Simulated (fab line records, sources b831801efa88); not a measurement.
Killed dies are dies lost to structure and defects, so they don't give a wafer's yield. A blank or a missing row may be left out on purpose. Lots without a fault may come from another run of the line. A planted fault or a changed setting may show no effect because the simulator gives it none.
A struck lot beside a sound one | flow sky130 | 17 steps out of a route of 708
Sound: wafers L141.1, L141.2, L141.5. Struck: wafers L130.1, L130.2, L130.6. The cause comes at the end.
At each step with rows: each side's tool, then ch and its chambers, then its first start. Under that, the readings that differ: sound wafers | struck wafers | difference of the means | sigmas: that difference in standard deviations of wafers without a fault.
alike: readings whose means differ by less than 2 such deviations, and words and numbers that are the same on both sides. not compared: withheld readings, readings that some wafer has no value for, bounds like >300 that may hide the same value, and numbers for which the record gives no deviation and whose values overlap.
The two part at a step that has a row with sigmas, a row that says differs or no value, or rows on one side only. Numbers that don't overlap but have no deviation are shown without sigmas and don't part them. A reading that every wafer of one side lacks parts them only if that side has two wafers or more.

SKY_LDD_HVN_OVL_MEAS_07:
  sound on overlay-01, day 26 13:20; struck on overlay-02, day 23 00:18
  alike: LDD_HVN_OVL
then, 1 step without rows for these wafers: SKY_LDD_HVN_IMPLANT_08.
SKY_LDD_HVN_STRIP_09: strips in O2/N2.
  sound on plasma_asher-04 ch 0,1, day 26 13:31; struck on plasma_asher-04 ch 0,1, day 23 00:29
  alike: chamber_pressure_mTorr, drypump_motor_current_A, oes_product_au, strip_time_to_endpoint_s
  not compared: rf_hours_counter_h
SKY_LDD_HVN_TW_MEAS_10:
  sound on film_metro-02, day 26 13:37; struck on film_metro-04, day 23 00:35
  alike: LDD_HVN_TW
then, 7 steps without rows for these wafers: SKY_LDD_HVP_DEHYDRATE_00 (time 60 s); SKY_LDD_HVP_HMDS_01 (prime time 60 s); SKY_LDD_HVP_COAT_02 (resist thk 300 nm); SKY_LDD_HVP_SOFTBAKE_03 (time 60 s); SKY_LDD_HVP_EXPOSE_04 (exposes mask HVPTM, target cd 700 nm); SKY_LDD_HVP_PEB_05; SKY_LDD_HVP_DEVELOP_06 (develop time 60 s).
SKY_LDD_HVP_OVL_MEAS_07:
  sound on overlay-02, day 27 18:05; struck on overlay-01, day 24 06:53
  alike: LDD_HVP_OVL
SKY_LDD_HVP_IMPLANT_08:
  sound on implanter-04 ch 0, day 27 18:07; struck on implanter-03 ch 0, day 24 06:56
  reading            | sound                            | struck                           | difference  | sigmas
  dose_ions_cm2      | 1.6989e+13 1.7006e+13 1.6998e+13 | 1.4444e+13 1.4421e+13 1.4426e+13 | -2.5673e+12 | -99 or more
  faraday_current_uA | 95.0 93.7 96.1                   | 80.6 80.3 84.0                   | -13.3       | -7
  alike: end_station_pressure_torr
SKY_LDD_HVP_STRIP_09: strips in O2/N2.
  sound on plasma_asher-01 ch 0,1, day 27 18:16; struck on plasma_asher-01 ch 0,1, day 24 07:05
  alike: chamber_pressure_mTorr, drypump_motor_current_A, oes_product_au, strip_time_to_endpoint_s
  not compared: rf_hours_counter_h
SKY_LDD_HVP_TW_MEAS_10:
  sound on film_metro-01, day 27 18:22; struck on film_metro-01, day 24 07:11
  reading    | sound       | struck      | difference | sigmas
  LDD_HVP_TW | 464 463 465 | 437 435 435 | -28        | -8
then, 1 step without rows for these wafers: SKY_LDD_LDN_DEHYDRATE_00 (time 60 s).
-- the record jumps here: 23 days lie between the struck wafers' starts before and after (it left off in module LDD_LDN and takes up again in module PAD_OPEN, whose first step shown is number 708 of the route) --
SKY_PAD_OPEN_PROBE_99:
  sound on prober-01, day 50 00:31; struck on prober-01, day 47 16:13
  reading                        | sound          | struck         | difference | sigmas
  killed_short                   | 36 31 33       | 43 50 49       | +14        | +2
  model.etest.tip_p_5v.rs_ohm_sq | 2843 2855 2862 | 3193 3200 3172 | +335       |
  alike: killed_at_M0_to_M3, killed_at_M4_up, killed_at_contacts, killed_at_front_end, killed_at_other, killed_dies, killed_on_rim, killed_open

WHERE THEY PART
First at SKY_LDD_HVP_IMPLANT_08; last, within this record, at SKY_PAD_OPEN_PROBE_99.

WHY: what the simulator had put in
Process parameter drift: implanter-03, from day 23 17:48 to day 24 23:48, at SKY_LDD_HVP_IMPLANT_08. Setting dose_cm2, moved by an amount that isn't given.
